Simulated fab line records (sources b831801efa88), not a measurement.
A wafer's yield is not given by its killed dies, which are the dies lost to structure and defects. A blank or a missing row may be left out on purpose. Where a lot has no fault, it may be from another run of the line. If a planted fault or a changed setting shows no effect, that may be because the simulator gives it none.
One fault through the eyes of 2 desks    flow gf180mcu    each desk holds nothing but its own numbers, with what lay behind them at the end

== AT THE TOOL OWNER'S DESK: pvd_sputter-04 ==
The tool's own readings at GF_MIM_SPUTTER_08 (material AlCu, target thk 200 nm, time 10.6 s): means of the sampled wafers that have a number, for each lot that ran on this tool. If a lot's mean is further than 4 standard deviations from the usual mean, the lot is out of limits and carries the mark OUT (the distance appears in the brackets).
Columns: A = chamber_pressure_pa at GF_MIM_SPUTTER_08, usual 0.3999 Pa; B = throttle_valve_pct at GF_MIM_SPUTTER_08, usual 30.4 %
lot   first seen here  A       B
L608  day 26 15:26     0.4001  29.9
L613  day 28 04:45     0.4006  30.5
L615  day 28 17:46     0.3999  29.7
This desk found nothing out of limits on any of the 3 lots.

== AT THE METROLOGY DESK ==
What the gauges read, lot by lot, whatever tool the lot ran on: means of the sampled wafers that have a number. If a lot's mean is further than 4 standard deviations from the usual mean, the lot is out of limits and carries the mark OUT (the distance appears in the brackets).
Columns: A = V4_W_RS at GF_V4_RS_MEAS_24, usual 0.329 ohm/sq; B = V4_W_THK at GF_V4_THK_MEAS_25, usual 362 nm; C = MIM_CVD_05_THK at GF_MIM_THK_MEAS_06, usual 41.9 nm; D = MIM_ALCU_RS at GF_MIM_RS_MEAS_10, usual 0.1599 ohm/sq; E = MIM_ALCU_THK at GF_MIM_THK_MEAS_11, usual 203 nm
lot   first seen here  A      B    C     D                  E
L606  day 26 08:25     0.330  361  41.8  0.1588             205
L608  day 26 14:37     0.330  361  42.2  0.1625             201
L613  day 28 03:57     0.330  362  42.0  0.1678             194
L615  day 28 16:59     0.333  352  41.0  0.1731 (+5.1) OUT  188 (-4.2) OUT
L616  day 28 21:38     0.329  354  41.6  0.1578             205
L617  day 29 03:36     0.330  369  42.2  0.1605             201
This desk reports L615 out of limits; the earliest was L615 at day 28 17:52 (MIM_ALCU_RS at GF_MIM_RS_MEAS_10). L606, L608, L613, L616, L617: within limits.

== TAKEN TOGETHER ==
On L615, the metrology desk was in a position to raise an alarm at day 28 17:52.
Nothing out of limits was seen by the tool owner's desk.
The tool owner's desk has L615 on record, within its limits.
GF_MIM_SPUTTER_08 was run on pvd_sputter-04 by each of the lots named.

== WHAT WAS PUT IN BY THE SIMULATOR ==
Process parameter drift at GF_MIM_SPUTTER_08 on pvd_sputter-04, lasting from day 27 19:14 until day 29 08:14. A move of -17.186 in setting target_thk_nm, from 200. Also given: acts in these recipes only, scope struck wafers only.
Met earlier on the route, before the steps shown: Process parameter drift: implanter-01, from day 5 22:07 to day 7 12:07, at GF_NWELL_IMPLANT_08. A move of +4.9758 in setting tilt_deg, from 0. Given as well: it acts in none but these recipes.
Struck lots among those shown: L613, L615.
Delay in hours, fault start to first out-of-limits reading, per desk: metrology desk 23.
